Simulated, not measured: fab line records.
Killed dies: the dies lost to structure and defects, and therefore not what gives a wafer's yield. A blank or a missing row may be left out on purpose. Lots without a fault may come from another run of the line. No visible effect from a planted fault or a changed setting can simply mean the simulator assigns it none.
Lot-split experiment | flow gf180mcu | 23 wafers read across 5 lots, on a route 602 steps long

## ON THE SPLIT
At GF_CONTACT_SPUTTER_22 (material Ti, target thk 15 nm, time 80.02 s), the setting chamber-pressure-pa was moved away from the recipe's 5 Pa on 15 of the 23 wafers read, by -15.0% to +13.2%. For the rest of the wafers, this setting stayed at what the recipe calls for.

The split's own step is where the reading is taken.

## THE READING
Ti_of_CONTACT_SPUTTER_22.thk-nm (the simulator's own value, which no gauge read), in nm, at GF_CONTACT_SPUTTER_22 (material Ti, target thk 15 nm, time 80.02 s). There is no usual value for it anywhere in the file. Here, 8 wafers ran the recipe; their average is 15.13 nm with a standard deviation of 0.18 nm.

wafer  | tool, chamber at the split | chamber-pressure-pa as run, Pa | against the recipe | Ti_of_CONTACT_SPUTTER_22.thk-nm, nm | against lot-mates on the recipe
L075.1 | pvd-sputter-03, -          | 4.252                          | -15.0%             | 17.04                               | no lot-mate on the recipe
L075.2 | pvd-sputter-03, -          | 4.252                          | -15.0%             | 17.04                               | no lot-mate on the recipe
L075.3 | pvd-sputter-03, -          | 4.252                          | -15.0%             | 17.1                                | no lot-mate on the recipe
L075.5 | pvd-sputter-03, -          | 4.252                          | -15.0%             | 17                                  | no lot-mate on the recipe
L075.6 | pvd-sputter-03, -          | 4.252                          | -15.0%             | 17.11                               | no lot-mate on the recipe
L077.1 | pvd-sputter-04, -          | 5.658                          | +13.2%             | 13.42                               | no lot-mate on the recipe
L077.2 | pvd-sputter-04, -          | 5.658                          | +13.2%             | 13.18                               | no lot-mate on the recipe
L077.4 | pvd-sputter-04, -          | 5.658                          | +13.2%             | 13.31                               | no lot-mate on the recipe
L077.5 | pvd-sputter-04, -          | 5.658                          | +13.2%             | 13.25                               | no lot-mate on the recipe
L077.6 | pvd-sputter-04, -          | 5.658                          | +13.2%             | 13.33                               | no lot-mate on the recipe
L076.1 | pvd-sputter-02, -          | 5                              | recipe             | 14.95                               | -
L076.2 | pvd-sputter-02, -          | 5                              | recipe             | 15                                  | -
L076.3 | pvd-sputter-02, -          | 5                              | recipe             | 15.35                               | -
L076.4 | pvd-sputter-02, -          | 5                              | recipe             | 14.99                               | -
L076.5 | pvd-sputter-02, -          | 5                              | recipe             | 15.36                               | -
L082.1 | pvd-sputter-03, -          | 5                              | recipe             | 15.35                               | -
L082.2 | pvd-sputter-03, -          | 5                              | recipe             | 15.03                               | -
L082.5 | pvd-sputter-03, -          | 5                              | recipe             | 14.98                               | -
L084.1 | pvd-sputter-03, -          | 4.538                          | -9.2%              | 16.63                               | no lot-mate on the recipe
L084.2 | pvd-sputter-03, -          | 4.538                          | -9.2%              | 17.05                               | no lot-mate on the recipe
L084.3 | pvd-sputter-03, -          | 4.538                          | -9.2%              | 16.75                               | no lot-mate on the recipe
L084.5 | pvd-sputter-03, -          | 4.538                          | -9.2%              | 16.8                                | no lot-mate on the recipe
L084.6 | pvd-sputter-03, -          | 4.538                          | -9.2%              | 16.54                               | no lot-mate on the recipe

THE FIT
A straight line over all 23 wafers: Ti_of_CONTACT_SPUTTER_22.thk-nm changes by -0.14 nm for each +1% of chamber-pressure-pa; r = -0.99; the points scatter about the line by 0.23 nm.
Too few moved wafers with a lot-mate on the recipe to fit a line net of each lot's own level.

## FILE'S OWN FIT
Ti_of_CONTACT_SPUTTER_22.thk-nm changes by -0.14 nm for each +1% of chamber-pressure-pa, r = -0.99.
